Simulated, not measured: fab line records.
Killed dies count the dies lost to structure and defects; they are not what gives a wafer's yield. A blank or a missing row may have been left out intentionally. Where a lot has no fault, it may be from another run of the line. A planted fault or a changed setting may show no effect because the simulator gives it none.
Which of the tools did it?    flow sky130    6 lots with 18 wafers sampled at 2 steps, on a route of 708 steps

WHAT EACH GAUGE READ, for each wafer
SKY_SONOS_ONO_THK_MEAS_01.
lot   measured      on             SONOS_ONO_OXIDATION_THK (nm)
L285  day 12 17:34  film metro-03  2.48 2.51 2.49
L287  day 13 15:53  film metro-04  2.80 2.79 2.83
L295  day 16 04:58  film metro-03  2.60 2.61 2.54
L297  day 17 00:58  film metro-03  2.68 2.60 2.66
L300  day 17 19:44  film metro-02  2.60 2.57 2.56
L303  day 19 05:53  film metro-02  2.50 2.48 2.57

EACH LOT AND THE TOOL THAT RAN IT (in order: tool; ch and the chambers of the sampled wafers; start)
lot   SKY_SONOS_ONO_OXIDATION_00
L285  furnace-01 ch 0, day 12 16:12
L287  furnace-01 ch 0, day 13 14:32
L295  furnace-02 ch 0, day 16 03:37
L297  furnace-01 ch 0, day 16 23:37
L300  furnace-01 ch 0, day 17 18:22
L303  furnace-01 ch 0, day 19 04:32
- SKY_SONOS_ONO_OXIDATION_00: stabilise 600 s, purge 300 s, target thk 2.6 nm.

THE ANSWER, worked out from the rows above alone
Rule: the usual values come from the lots themselves. Put in order of their means at a reading, lots are off if they are a third of the lots or fewer, leave a main group of 4 or more, and stand apart from it by a gap of 3 or more times the standard deviation of the main group's means; of several such gaps the widest counts. A main group is skipped when, at the precision printed for the reading in the tables above, its means are all equal. A lot without any number at a reading at which 4 lots or more have one is off too. Where the step has rows for the other lots, those lots are counted as sound.
None of the lots is off at any reading shown; this tells nothing.

WHAT HAD BEEN PUT IN BY THE SIMULATOR
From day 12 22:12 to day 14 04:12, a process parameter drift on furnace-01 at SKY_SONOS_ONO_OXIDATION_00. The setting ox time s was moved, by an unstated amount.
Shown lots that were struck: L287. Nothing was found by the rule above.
